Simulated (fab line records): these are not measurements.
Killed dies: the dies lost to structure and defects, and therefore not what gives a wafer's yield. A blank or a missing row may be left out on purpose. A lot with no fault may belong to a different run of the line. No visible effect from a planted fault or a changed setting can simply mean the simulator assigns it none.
8D (eight disciplines) problem report, filled in by code || flow sky130 || the parts of the form that need people (team, actions taken, sign-off) are left out

1. THE PROBLEM
VIA1_W_RS at SKY_VIA1_RS_MEAS_22 reads a mean of 0.315 ohm/sq on 3 wafers of 3 lots; wafers without a fault read 0.428 ohm/sq with a standard deviation of 0.0088. Measured from the usual mean, that is -13 standard deviations.
The step: measures by four-point-probe.
Seen first at day 38 01:25 on film-metro-03, wafer L620.5. Wafers with a number at this step in the record: 33, from 12 lots. By rule, "out" or "out of limits" means more than 4 standard deviations away from the usual mean. The rest of the wafers with a number are treated as sound.

2. WHAT THIS IS AND IS NOT
{"question": "which readings at this step", "is": "VIA1_W_RS", "is not": "-"}
{"question": "which lots", "is": "L620, L623, L624", "is not": "L607, L610, L612, L613, L614, L616, L625, L626, L629"}
{"question": "which wafers of those lots", "is": "L620.5, L623.6, L624.6", "is not": "L620.4, L623.4, L624.1"}
{"question": "read on which gauges", "is": "film-metro-03, film-metro-04", "is not": "film-metro-01"}
{"question": "when", "is": "from day 38 01:25", "is not": "up to then (19 sound wafers); but 11 sound wafers of L623, L624, L625, L626, L629 came after"}

3. WHAT RULES OUT EACH SUSPECT
Counting: a tool at a process step up to the reading stays a suspect if it ran every lot that is out. Sound lots after the first of them don't rule it out here, since some wafers of a struck lot are sound.
- the gauge at SKY_VIA1_RS_MEAS_22 is ruled out. 2 gauges (film-metro-03, film-metro-04) read the wafers that are out.
- cvd-w-01 at SKY_VIA1_CVD_21 (deposits W, target thk 270 nm, time 80.902 s): kept. Ran every lot that is out, first one L620 (day 38 01:17); last sound lot up to then L616 (day 36 22:53).
The count leaves cvd-w-01 at SKY_VIA1_CVD_21.

4. THE CAUSE (what the simulator had put in)
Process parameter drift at SKY_VIA1_CVD_21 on cvd-w-01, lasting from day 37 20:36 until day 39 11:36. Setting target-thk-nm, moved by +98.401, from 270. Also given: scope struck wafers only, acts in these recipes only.
Only this tool survived the counting.

5. THE EFFECT CHAIN, in route order
Each row: a reading where the mean over the struck wafers with a number is more than 3 standard deviations away from the usual. Readings are gone through only where the record gives a usual standard deviation; hours: the median, over the lots, of the time from a lot's start at the first step in this table giving one to that lot's start at this step; sigmas: the change measured in usual standard deviations.
{"hours": 0, "step": "SKY_VIA1_RS_MEAS_22", "reading": "VIA1_W_RS", "usual": "0.428 ohm/sq", "on struck wafers": 0.315, "change": -0.113, "sigmas": -13}
{"hours": 0, "step": "SKY_VIA1_THK_MEAS_23", "reading": "VIA1_W_THK", "usual": "265 nm", "on struck wafers": 354, "change": "+89", "sigmas": "+15"}
{"hours": 0, "step": "SKY_VIA1_CMP_24", "reading": "time-to-endpoint-s", "usual": "66 s", "on struck wafers": 88, "change": "+22", "sigmas": "+4.5"}
Process steps it contains:
- SKY_VIA1_CMP_24: polishes, stops on SiO2, t overpolish 15 s, target thk 0 nm.

6. WHAT WOULD HAVE CAUGHT IT SOONER
In this record the first reading out of limits at a measuring or inspecting step was taken at day 38 01:25, 5 hours after the fault began at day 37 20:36.
Of the tool readings at SKY_VIA1_CVD_21 for which the record gives a usual standard deviation, none was out on any struck wafer, so an alarm limit of 4 standard deviations on them would not have fired.
Among the 3 lots that are out, L623, L624 began SKY_VIA1_CVD_21 on cvd-w-01 after day 38 01:25. A hold on the tool at that time would have spared those 2.
